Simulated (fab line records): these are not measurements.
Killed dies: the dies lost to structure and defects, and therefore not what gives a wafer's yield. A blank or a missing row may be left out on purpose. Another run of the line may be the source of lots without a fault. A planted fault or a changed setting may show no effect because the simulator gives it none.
Struck lot and sound lot, side by side / flow sky130 / 14 out of 708 route steps
Sound: wafers L173.2, L173.3, L173.6. Wafers L168.1, L168.3, L168.6 were the ones struck. The cause comes at the end.
Per side, at each step with rows, come the tool, then ch with its chambers, and then its first start. Under that, the readings that differ: sound wafers / struck wafers / difference of the means / sigmas: that difference in standard deviations of wafers without a fault.
alike: same words and numbers on both sides, and readings whose means sit less than 2 such deviations apart. not compared: any withheld reading, any reading some wafer has no value for, any bound like >300 that may hide the same value, and any number with overlapping values for which the record gives no deviation.
A row with sigmas, a row that says differs or no value, or rows on one side alone: a step with any of these is where the two part. Numbers that have no deviation but don't overlap get no sigmas and don't part them. Lack of a reading on every wafer of one side parts them only where that side has two or more wafers.

SKY_CAP2M_METAL_ETCH_13: etches TiN in Cl2/BCl3, stops on SiO2, target depth 220 nm, time 62.9 s.
  sound on rie-metal-03 ch 0, day 45 17:58; struck on rie-metal-01 ch 0,1, day 44 14:34
  alike: drypump-motor-current-A, oes-product-au, throttle-valve-pct
  not compared: rf-hours-counter-h
SKY_CAP2M_STRIP_14: strips in O2/N2.
  sound on plasma-asher-01 ch 0,1, day 45 18:02; struck on plasma-asher-04 ch 0, day 44 14:38
  alike: drypump-motor-current-A, oes-product-au, strip-time-to-endpoint-s
  not compared: rf-hours-counter-h
then, 10 steps without rows for these wafers: SKY_CAP2M_STRIP_15 (strips in post etch residue remover, time 1200 s); SKY_CAP2M_CLEAN_16 (cleans in IPA, time 180 s); SKY_CAP2M_CLEAN_17 (cleans in O3/DIW); SKY_METAL4_DEHYDRATE_05 (time 60 s); SKY_METAL4_HMDS_06 (prime time 60 s); SKY_METAL4_COAT_07 (resist thk 60 nm); SKY_METAL4_COAT_08 (resist thk 1140 nm); SKY_METAL4_SOFTBAKE_09 (time 90 s); SKY_METAL4_EXPOSE_10 (exposes mask MM4, target cd 300 nm); SKY_METAL4_PEB_11.
SKY_METAL4_DEVELOP_12: develop time 60 s.
  struck on litho-track-02, day 45 12:00; sound on litho-track-03 ch 0, day 46 14:00
  no value came back on the struck wafers for chill-plate-temp-C (C), develop-time-s (s); on the sound wafers chill-plate-temp-C (C) reads 22.96 23.04 23.11
reading=model.KrF-thick_of_METAL4_COAT_08.thk-nm (nm); sound=1126 1125 1131; struck=1137 1141 1141; difference=+12; sigmas=
SKY_METAL4_CD_MEAS_13 targets a cd of 300 nm.
  sound: cd-sem-01 at day 46 14:41; struck: cd-sem-01 at day 45 12:28
reading=cd-nm (nm); sound=299.7 299.4 300.0; struck=- - -; difference=no value on the struck wafers; sigmas=

WHERE THEY PART
Last at SKY_METAL4_CD_MEAS_13 as far as this record goes, first at SKY_METAL4_DEVELOP_12.

WHY: what the simulator had put in
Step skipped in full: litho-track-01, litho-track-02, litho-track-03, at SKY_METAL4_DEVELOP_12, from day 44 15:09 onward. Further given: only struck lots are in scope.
